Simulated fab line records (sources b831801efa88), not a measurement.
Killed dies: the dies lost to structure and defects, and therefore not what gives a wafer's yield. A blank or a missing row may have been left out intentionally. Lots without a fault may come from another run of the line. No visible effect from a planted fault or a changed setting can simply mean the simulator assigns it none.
fab line records -- flow sky130
[record] lots = 6, wafers = 18, last_day = 49
route steps=708 shown VIA4@659 METAL5@661 PAD_OPEN@708
lots untouched by any fault: they come from a run of this same line in which no faults occurred
start_h: start of the lot's first displayed wafer, in hours after the record's first day -- wait_h: how many hours have passed since the lot's step before this one -- " same as the row above -- L1.1+2: a single row standing in for several wafers -- - no value, or no start given -- * or withheld: withheld -- < > ~ a bound
route shown NAME@n: NAME is a module with steps in the file, n the number in the route of the first one -- usual: mean and standard deviation over wafers with no fault -- same: alike in all rows -- chamber/n: place in a boat -- sites: readings site by site -- _std_site: the values' standard deviation -- _edge_site: outer sites' mean less inner sites' -- radius_mm: for every site, how far away it sits from the centre of the wafer -- mask NAME#n: copy n -- behind: the most recent tool/chamber to have shaped the wafer -- hold: what put the lot on hold/how long, in hours/how the hold closed -- device: the n, p or np transistor that did not switch -- end of line: tests run on the same wafers once the route is complete -- where a step has no rows: the recipe by itself -- killed: not the wafer's yield, but the dies lost to structure and defects at the first sort -- map: a wafer's dies, marking killed ones x, the rest . and places with no die _
set.NAME: the run value of the setting; set.NAME@STEP: its run value at that earlier step -- model.NAME: the simulator's own value behind a step, which no gauge read
lots seen at some steps along the route; tables by step, rows by wafer
services: the hour from which a tool's chamber was out of use, counted from the record's first day as start_h (under 0 if before that day), plus the number of hours and why
[[steps]]
[step SKY_VIA4_THK_MEAS_20]
[recipe] thk_meas_gauge = xrf, reads = W_of_VIA4_CVD_18
[usual] VIA4_W_THK = 485/8.4
lot.wafer,tool,chamber,start_h,wait_h,VIA4_W_THK[nm]
L826.1,film_metro-04,-,1011.54,0.1,468
L826.3,film_metro-04,-,1011.54,0.1,470
L826.6,film_metro-04,-,1011.54,0.1,468
L825.1,film_metro-01,-,1015.94,0.1,484
L825.3,film_metro-01,-,1015.94,0.1,483
L825.4,film_metro-01,-,1015.94,0.1,490
L836.1,film_metro-01,-,1091.98,0.1,484
L836.3,film_metro-01,-,1091.98,0.1,476
L836.4,film_metro-01,-,1091.98,0.1,487
L837.1,film_metro-03,-,1101.72,0.1,484
L837.3,film_metro-03,-,1101.72,0.1,485
L837.6,film_metro-03,-,1101.72,0.1,483
L843.2,film_metro-04,-,1126.10,0.1,476
L843.4,film_metro-04,-,1126.10,0.1,481
L843.6,film_metro-04,-,1126.10,0.1,481
L842.1,film_metro-04,-,1129.47,0.1,479
L842.2,film_metro-04,-,1129.47,0.1,474
L842.6,film_metro-04,-,1129.47,0.1,472
[step SKY_VIA4_CMP_21]
[recipe] stop_on = SiO2, t_overpolish_s = 25, down_force_psi = 3.5, platen_rpm = 60, target_thk_nm = 0, pad_velocity_m_s = 0.94248
[usual] head_pressure_psi = 3.500/0.0082, motor_current_A = 11.0/1, overpolish_run_s = 25.000/0.0094, time_to_endpoint_s = 119/3.5
lot.wafer,tool,chamber,start_h,wait_h,head_pressure_psi,motor_current_A,overpolish_run_s,time_to_endpoint_s
L826.3,cmp-01,3,1011.86,0.3,3.501,10.1,25.022,120
L826.1,cmp-01,0,1011.86,0.3,3.515,9.8,25.006,118
L826.6,cmp-01,2,1011.86,0.3,3.497,12.5,25.012,119
L825.1,cmp-02,0,1016.00,0.1,3.498,11.1,24.980,124
L825.3,cmp-02,2,1016.00,0.1,3.506,13.0,25.004,120
L825.4,cmp-02,3,1016.00,0.1,3.492,11.2,24.995,126
L836.3,cmp-02,2,1092.04,0.0,3.501,12.2,25.014,120
L836.1,cmp-02,0,1092.04,0.0,3.503,10.7,24.990,124
L836.4,cmp-02,1,1092.04,0.0,3.499,10.5,24.997,120
L837.1,cmp-01,3,1101.83,0.1,3.493,9.9,25.013,120
L837.3,cmp-01,0,1101.83,0.1,3.507,10.0,24.989,118
L837.6,cmp-01,3,1101.83,0.1,3.486,10.4,24.981,126
L843.4,cmp-01,3,1126.15,0.0,3.499,9.5,25.006,116
L843.2,cmp-01,0,1126.15,0.0,3.510,9.9,25.000,115
L843.6,cmp-01,0,1126.15,0.0,3.516,10.6,25.012,117
L842.1,cmp-02,3,1129.63,0.1,3.493,10.7,25.011,126
L842.2,cmp-02,0,1129.63,0.1,3.511,11.0,24.994,120
L842.6,cmp-02,1,1129.63,0.1,3.514,10.4,25.012,120
[step SKY_METAL5_SPUTTER_00]
[recipe] material = Ti, target_thk_nm = 15, power_w = 3000, time_s = 10, chamber_pressure_pa = 0.4
[usual] chamber_pressure_pa = 0.4001/0.00086, throttle_valve_pct = 29.7/0.56
lot.wafer,tool,chamber,start_h,wait_h,chamber_pressure_pa,throttle_valve_pct
L826.1,pvd_sputter-01,-,1012.11,0.1,0.4009,29.4
L826.3,pvd_sputter-01,-,1012.11,0.1,0.3990,29.5
L826.6,pvd_sputter-01,-,1012.11,0.1,0.4009,30.2
L825.1,pvd_sputter-03,-,1016.30,0.2,0.4005,30.2
L825.3,pvd_sputter-03,-,1016.30,0.2,0.3993,30.9
L825.4,pvd_sputter-03,-,1016.30,0.2,0.4012,29.0
L836.1,pvd_sputter-02,-,1092.34,0.1,0.3985,28.7
L836.3,pvd_sputter-02,-,1092.34,0.1,0.4005,29.6
L836.4,pvd_sputter-02,-,1092.34,0.1,0.4020,29.3
L837.1,pvd_sputter-01,-,1102.08,0.2,0.4012,29.3
L837.3,pvd_sputter-01,-,1102.08,0.2,0.3992,30.0
L837.6,pvd_sputter-01,-,1102.08,0.2,0.4010,30.0
L843.2,pvd_sputter-03,-,1126.45,0.2,0.4007,29.5
L843.4,pvd_sputter-03,-,1126.45,0.2,0.4005,29.2
L843.6,pvd_sputter-03,-,1126.45,0.2,0.4000,29.3
L842.1,pvd_sputter-03,-,1129.83,0.1,0.4015,30.1
L842.2,pvd_sputter-03,-,1129.83,0.1,0.4009,30.9
L842.6,pvd_sputter-03,-,1129.83,0.1,0.4016,29.7
[step SKY_METAL5_SPUTTER_01]
[recipe] material = TiN, target_thk_nm = 20, power_w = 6500, time_s = 16.7, chamber_pressure_pa = 0.4
[step SKY_METAL5_SPUTTER_02]
[recipe] material = AlCu, target_thk_nm = 1150, power_w = 10600, time_s = 61.2, chamber_pressure_pa = 0.4
[usual] chamber_pressure_pa = 0.4000/0.00078, throttle_valve_pct = 29.7/0.58
lot.wafer,tool,chamber,start_h,wait_h,chamber_pressure_pa,throttle_valve_pct
L826.1,pvd_sputter-01,-,1012.16,0.0,0.4007,28.9
L826.3,pvd_sputter-01,-,1012.16,0.0,0.3996,29.4
L826.6,pvd_sputter-01,-,1012.16,0.0,0.3997,30.2
L825.1,pvd_sputter-03,-,1016.35,0.0,0.4002,29.7
L825.3,pvd_sputter-03,-,1016.35,0.0,0.3997,30.8
L825.4,pvd_sputter-03,-,1016.35,0.0,0.3997,29.3
L836.1,pvd_sputter-02,-,1092.39,0.0,0.4008,28.7
L836.3,pvd_sputter-02,-,1092.39,0.0,0.3996,29.5
L836.4,pvd_sputter-02,-,1092.39,0.0,0.4004,29.3
L837.1,pvd_sputter-01,-,1102.13,0.0,0.4001,28.9
L837.3,pvd_sputter-01,-,1102.13,0.0,0.3998,29.8
L837.6,pvd_sputter-01,-,1102.13,0.0,0.4009,30.1
L843.2,pvd_sputter-03,-,1126.50,0.0,0.4002,29.9
L843.4,pvd_sputter-03,-,1126.50,0.0,0.3976,29.3
L843.6,pvd_sputter-03,-,1126.50,0.0,0.4003,29.2
L842.1,pvd_sputter-03,-,1129.88,0.0,0.3993,30.2
L842.2,pvd_sputter-03,-,1129.88,0.0,0.4007,30.8
L842.6,pvd_sputter-03,-,1129.88,0.0,0.4004,30.0
[step SKY_METAL5_SPUTTER_03]
[recipe] material = Ti, target_thk_nm = 5, power_w = 3000, time_s = 3.3, chamber_pressure_pa = 0.4
[usual] chamber_pressure_pa = 0.4000/0.0008, throttle_valve_pct = 29.7/0.57
lot.wafer,tool,chamber,start_h,wait_h,chamber_pressure_pa,throttle_valve_pct
L826.1,pvd_sputter-01,-,1012.21,0.0,0.4017,29.1
L826.3,pvd_sputter-01,-,1012.21,0.0,0.4019,29.5
L826.6,pvd_sputter-01,-,1012.21,0.0,0.3996,29.7
L825.1,pvd_sputter-03,-,1016.40,0.0,0.4013,29.8
L825.3,pvd_sputter-03,-,1016.40,0.0,0.3988,30.7
L825.4,pvd_sputter-03,-,1016.40,0.0,0.4006,29.3
L836.1,pvd_sputter-02,-,1092.44,0.0,0.4015,28.7
L836.3,pvd_sputter-02,-,1092.44,0.0,0.3996,29.3
L836.4,pvd_sputter-02,-,1092.44,0.0,0.4001,29.4
L837.1,pvd_sputter-01,-,1102.18,0.0,0.3999,29.1
L837.3,pvd_sputter-01,-,1102.18,0.0,0.4006,30.0
L837.6,pvd_sputter-01,-,1102.18,0.0,0.3992,30.2
L843.2,pvd_sputter-03,-,1126.55,0.0,0.3994,29.9
L843.4,pvd_sputter-03,-,1126.55,0.0,0.3997,29.3
L843.6,pvd_sputter-03,-,1126.55,0.0,0.4005,29.2
L842.1,pvd_sputter-03,-,1129.93,0.0,0.3992,30.0
L842.2,pvd_sputter-03,-,1129.93,0.0,0.3990,30.6
L842.6,pvd_sputter-03,-,1129.93,0.0,0.3988,29.9
[step SKY_METAL5_SPUTTER_04]
[recipe] material = TiN, target_thk_nm = 70, power_w = 6500, time_s = 58.3, chamber_pressure_pa = 0.4
[usual] chamber_pressure_pa = 0.3999/0.00086, throttle_valve_pct = 29.7/0.57
lot.wafer,tool,chamber,start_h,wait_h,chamber_pressure_pa,throttle_valve_pct
L826.1,pvd_sputter-01,-,1012.23,0.0,0.3997,29.0
L826.3,pvd_sputter-01,-,1012.23,0.0,0.3996,29.4
L826.6,pvd_sputter-01,-,1012.23,0.0,0.3990,30.2
L825.1,pvd_sputter-03,-,1016.42,0.0,0.3997,29.9
L825.3,pvd_sputter-03,-,1016.42,0.0,0.3975,30.8
L825.4,pvd_sputter-03,-,1016.42,0.0,0.3999,29.1
L836.1,pvd_sputter-02,-,1092.46,0.0,0.4003,29.0
L836.3,pvd_sputter-02,-,1092.46,0.0,0.4008,29.2
L836.4,pvd_sputter-02,-,1092.46,0.0,0.3996,29.4
L837.1,pvd_sputter-01,-,1102.20,0.0,0.3998,29.1
L837.3,pvd_sputter-01,-,1102.20,0.0,0.4004,30.2
L837.6,pvd_sputter-01,-,1102.20,0.0,0.4012,30.3
L843.2,pvd_sputter-03,-,1126.57,0.0,0.3997,30.0
L843.4,pvd_sputter-03,-,1126.57,0.0,0.4004,29.1
L843.6,pvd_sputter-03,-,1126.57,0.0,0.3993,29.2
L842.1,pvd_sputter-03,-,1129.95,0.0,0.4003,30.0
L842.2,pvd_sputter-03,-,1129.95,0.0,0.4002,30.5
L842.6,pvd_sputter-03,-,1129.95,0.0,0.3998,30.2
[step SKY_METAL5_RS_MEAS_05]
[recipe] thk_meas_gauge = four-point-probe, reads = TiN_of_METAL5_SPUTTER_04+Ti_of_METAL5_SPUTTER_03+AlCu_of_METAL5_SPUTTER_02+TiN_of_METAL5_SPUTTER_01+Ti_of_METAL5_SPUTTER_00
[usual] METAL5_ALCU_RS = 0.0271/0.00031
lot.wafer,tool,chamber,start_h,wait_h,METAL5_ALCU_RS[ohm/sq]
L826.1,film_metro-03,-,1012.28,0.0,0.0269
L826.3,film_metro-03,-,1012.28,0.0,0.0268
L826.6,film_metro-03,-,1012.28,0.0,0.0270
L825.1,film_metro-03,-,1016.47,0.0,0.0270
L825.3,film_metro-03,-,1016.47,0.0,0.0275
L825.4,film_metro-03,-,1016.47,0.0,0.0274
L836.1,film_metro-03,-,1092.51,0.0,0.0270
L836.3,film_metro-03,-,1092.51,0.0,0.0269
L836.4,film_metro-03,-,1092.51,0.0,0.0271
L837.1,film_metro-04,-,1102.25,0.0,0.0267
L837.3,film_metro-04,-,1102.25,0.0,0.0267
L837.6,film_metro-04,-,1102.25,0.0,0.0269
L843.2,film_metro-04,-,1126.64,0.0,0.0271
L843.4,film_metro-04,-,1126.64,0.0,0.0273
L843.6,film_metro-04,-,1126.64,0.0,0.0271
L842.1,film_metro-02,-,1130.00,0.0,0.0271
L842.2,film_metro-02,-,1130.00,0.0,0.0273
L842.6,film_metro-02,-,1130.00,0.0,0.0270
[step SKY_METAL5_THK_MEAS_06]
[recipe] thk_meas_gauge = xrf, reads = AlCu_of_METAL5_SPUTTER_02
[usual] METAL5_ALCU_THK = 1168/16
lot.wafer,tool,chamber,start_h,wait_h,METAL5_ALCU_THK[nm]
L826.1,film_metro-03,-,1012.40,0.1,1171
L826.3,film_metro-03,-,1012.40,0.1,1176
L826.6,film_metro-03,-,1012.40,0.1,1180
L825.1,film_metro-03,-,1016.59,0.1,1176
L825.3,film_metro-03,-,1016.59,0.1,1141
L825.4,film_metro-03,-,1016.59,0.1,1162
L836.1,film_metro-03,-,1092.63,0.1,1177
L836.3,film_metro-03,-,1092.63,0.1,1180
L836.4,film_metro-03,-,1092.63,0.1,1183
L837.1,film_metro-04,-,1102.37,0.1,1172
L837.3,film_metro-04,-,1102.37,0.1,1175
L837.6,film_metro-04,-,1102.37,0.1,1175
L843.2,film_metro-04,-,1126.75,0.1,1164
L843.4,film_metro-04,-,1126.75,0.1,1157
L843.6,film_metro-04,-,1126.75,0.1,1175
L842.1,film_metro-02,-,1130.12,0.1,1170
L842.2,film_metro-02,-,1130.12,0.1,1160
L842.6,film_metro-02,-,1130.12,0.1,1177
[step SKY_METAL5_DEHYDRATE_07]
[recipe] temp_c = 200, time_s = 60
[step SKY_METAL5_HMDS_08]
[recipe] prime_time_s = 60, prime_temp_c = 120
[step SKY_METAL5_COAT_09]
[recipe] resist = NOVOLAK, spin_rpm = 3000, resist_thk_nm = 1800
[step SKY_METAL5_SOFTBAKE_10]
[recipe] temp_c = 90, time_s = 60, resist = NOVOLAK
[usual] chill_plate_temp_C = 22.98/0.11, heater_power_total_W = 56.60/0.045, plate_temp_C = 89.98/0.12
lot.wafer,tool,chamber,start_h,wait_h,chill_plate_temp_C,heater_power_total_W,plate_temp_C
L826.1,litho_track-03,0,1023.19,0.1,23.04,56.59,89.83
L826.3,litho_track-03,0,1023.19,0.1,23.07,56.58,89.96
L826.6,litho_track-03,0,1023.19,0.1,23.08,56.57,89.98
L825.1,litho_track-01,0,1027.16,0.1,23.02,56.63,89.92
L825.3,litho_track-01,0,1027.16,0.1,23.00,56.64,89.90
L825.4,litho_track-01,0,1027.16,0.1,23.05,56.55,89.91
L836.1,litho_track-01,0,1102.96,0.1,23.06,57.15,90.73
L836.3,litho_track-01,0,1102.96,0.1,23.02,57.29,90.88
L836.4,litho_track-01,0,1102.96,0.1,22.82,57.25,90.70
L837.1,litho_track-01,0,1111.96,0.1,23.02,57.24,90.64
L837.3,litho_track-01,0,1111.96,0.1,23.22,57.27,90.54
L837.6,litho_track-01,0,1111.96,0.1,23.08,57.25,90.57
L843.2,litho_track-02,0,1136.12,0.1,23.03,56.53,89.93
L843.4,litho_track-02,0,1136.12,0.1,23.06,56.57,89.93
L843.6,litho_track-02,0,1136.12,0.1,23.08,56.60,89.89
L842.1,litho_track-02,0,1139.70,0.1,22.89,56.58,90.04
L842.2,litho_track-02,0,1139.70,0.1,23.03,56.54,89.77
L842.6,litho_track-02,0,1139.70,0.1,22.94,56.58,89.88
[step SKY_METAL5_EXPOSE_11]
[recipe] mask_id = MM5, na = 0.6, source_shape = conventional, sigma_outer = 0.6, polarization = unpolarized, target_cd_nm = 1600, dose_mj = 190
[step SKY_PAD_OPEN_PROBE_99]
[usual] defect_limited_yield = 82.4/1.7, killed_at_M0_to_M3 = 44/6.9, killed_at_M4_up = 3.3/1.7, killed_at_contacts = 24/4.7, killed_at_front_end = 15/4.5, killed_at_other = 0.2/0.49, killed_dies = 86/8.4, killed_open = 47/6.5, killed_short = 39/6, sort_bin_3_pad_short = 0.9/0.4, sort_bin_5_function = 10.4/1.5, sort_bin_6_memory = 6.3/1, sort_n_pass = 406/8.4, sort_yield_pct = 82.4/1.7
[same] gross_dies = 492, killed_at_back_side = 0, sort_bin_4_leakage[%] = 0, sort_bin_8_speed[%] = 0
lot.wafer,tool,chamber,start_h,wait_h,defect_limited_yield[%],killed_at_M0_to_M3,killed_at_M4_up,killed_at_contacts,killed_at_front_end,killed_at_other,killed_dies,killed_open,killed_short,sort_bin_3_pad_short[%],sort_bin_5_function[%],sort_bin_6_memory[%],sort_n_pass,sort_yield_pct[%]
L826.1,prober-02,-,1080.67,0.1,83.5,44,4,25,8,0,81,44,37,1.2,11.0,4.3,411,83.5
L826.3,prober-02,-,1080.77,0.2,82.1,49,4,24,11,0,88,56,32,0.4,9.1,8.3,404,82.1
L826.6,prober-02,-,1080.92,0.2,82.3,49,6,21,11,0,87,41,46,1.4,10.6,5.7,405,82.3
L836.1,prober-02,-,1154.39,0.1,82.7,40,2,23,20,0,85,46,39,0.6,8.3,8.3,407,82.7
L836.3,prober-02,-,1154.49,0.2,84.1,35,3,29,11,0,78,36,42,0.8,9.3,5.7,414,84.1
L836.4,prober-02,-,1154.54,0.2,83.7,42,6,20,12,0,80,33,47,0.8,9.3,6.1,412,83.7
L842.1,prober-01,-,1185.93,0.1,81.9,44,6,19,20,0,89,40,49,1.2,10.4,6.5,403,81.9
L842.2,prober-01,-,1185.98,0.1,81.3,45,4,21,22,0,92,45,47,1.2,10.0,7.5,400,81.3
L842.6,prober-01,-,1186.18,0.2,83.3,50,4,14,14,0,82,47,35,1.8,8.3,6.5,410,83.3
// killed by level:class
L826.1 VIA1:geometric_particle:open=12 LI_CONTACT:geometric_particle:open=9 METAL2:geometric_particle:short=9 VIA3:geometric_particle:open=7 CONTACT:geometric_particle:open=6 LI_CONTACT:geometric_particle:short=4 VIA1:geometric_particle:short=4 FIELD_ISO:geometric_particle:open=3
L826.3 VIA1:geometric_particle:open=15 LI_CONTACT:geometric_particle:open=9 VIA2:geometric_particle:open=9 CONTACT:geometric_particle:open=6 VIA3:geometric_particle:open=6 LOCAL_INTERCONNECT:geometric_particle:short=5 FIELD_ISO:geometric_particle:short=4 POLY_GATE:geometric_particle:open=4
L826.6 VIA1:geometric_particle:open=13 VIA1:geometric_particle:short=8 CONTACT:geometric_particle:open=7 VIA2:geometric_particle:open=6 METAL1:geometric_particle:short=5 VIA3:geometric_particle:open=5 METAL4:geometric_particle:short=5 FIELD_ISO:geometric_particle:short=4
L836.1 VIA3:geometric_particle:open=12 LI_CONTACT:geometric_particle:open=9 LOCAL_INTERCONNECT:geometric_particle:short=6 FIELD_ISO:geometric_particle:short=5 FIELD_ISO:geometric_particle:open=5 POLY_GATE:geometric_particle:short=5 VIA1:geometric_particle:open=5 VIA2:geometric_particle:open=5
L836.3 CONTACT:geometric_particle:short=9 CONTACT:geometric_particle:open=9 VIA1:geometric_particle:open=6 LOCAL_INTERCONNECT:geometric_particle:short=5 VIA2:geometric_particle:short=5 VIA3:geometric_particle:open=5 LI_CONTACT:geometric_particle:open=4 VIA1:geometric_particle:short=4
L836.4 VIA2:geometric_particle:short=7 CONTACT:geometric_particle:short=6 VIA2:geometric_particle:open=6 METAL1:geometric_particle:short=5 LI_CONTACT:geometric_particle:open=5 VIA1:geometric_particle:short=5 METAL4:geometric_particle:short=5 CONTACT:geometric_particle:open=4
L842.1 METAL2:geometric_particle:short=11 CONTACT:geometric_particle:open=10 METAL1:geometric_particle:short=7 FIELD_ISO:geometric_particle:open=6 VIA1:geometric_particle:open=6 VIA1:geometric_particle:short=5 VIA2:geometric_particle:open=5 POLY_GATE:geometric_particle:short=4
L842.2 VIA1:geometric_particle:open=12 CONTACT:geometric_particle:open=10 METAL2:geometric_particle:short=8 POLY_GATE:geometric_particle:open=7 VIA1:geometric_particle:short=6 METAL1:geometric_particle:short=6 POLY_GATE:geometric_particle:short=5 FIELD_ISO:geometric_particle:short=4
L842.6 VIA1:geometric_particle:open=12 VIA1:geometric_particle:short=10 VIA3:geometric_particle:open=7 METAL2:geometric_particle:short=6 VIA2:geometric_particle:open=5 LI_CONTACT:geometric_particle:open=5 FIELD_ISO:geometric_particle:open=4 POLY_GATE:geometric_particle:short=4
[[services]]
tool,chamber,start_h,hours,kind
cmp-01,-,996.51,3.8,pm
cmp-02,-,1000.46,11.7,pm
cmp-01,-,1003.36,1.4,repair
cmp-02,-,1015.09,0.9,repair
cmp-02,-,1031.70,5.6,repair
cmp-02,-,1075.72,1.4,repair
cmp-02,-,1085.90,4.0,pm
cmp-02,-,1089.90,-,consumable_replace:conditioner
cmp-02,-,1089.90,-,consumable_replace:pad
pvd_sputter-03,-,1097.06,10.1,repair
cmp-02,-,1105.04,2.3,repair
pvd_sputter-02,-,1124.57,3.7,repair
[[key]]
[first_sign] step = SKY_METAL5_SOFTBAKE_10, reading = heater_power_total_W, direction = up, sigmas = 14, usual = *, struck = *
[effect] step = SKY_METAL5_SOFTBAKE_10, reading = plate_temp_C, direction = up, sigmas = 5.9, usual = *, struck = *
met_at SKY_METAL5_SOFTBAKE_10
struck_wafers L836.1,L836.3,L836.4,L837.1,L837.3,L837.6
onset_between 1027.16 1102.96
[fault] kind = process_parameter_drift, tool = litho_track-01, chamber = -, onset_h = 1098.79, steps = SKY_METAL5_SOFTBAKE_10, channel = temp_c, offset = *, shape = step, end_h = 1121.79, acts_in = *, stated = *
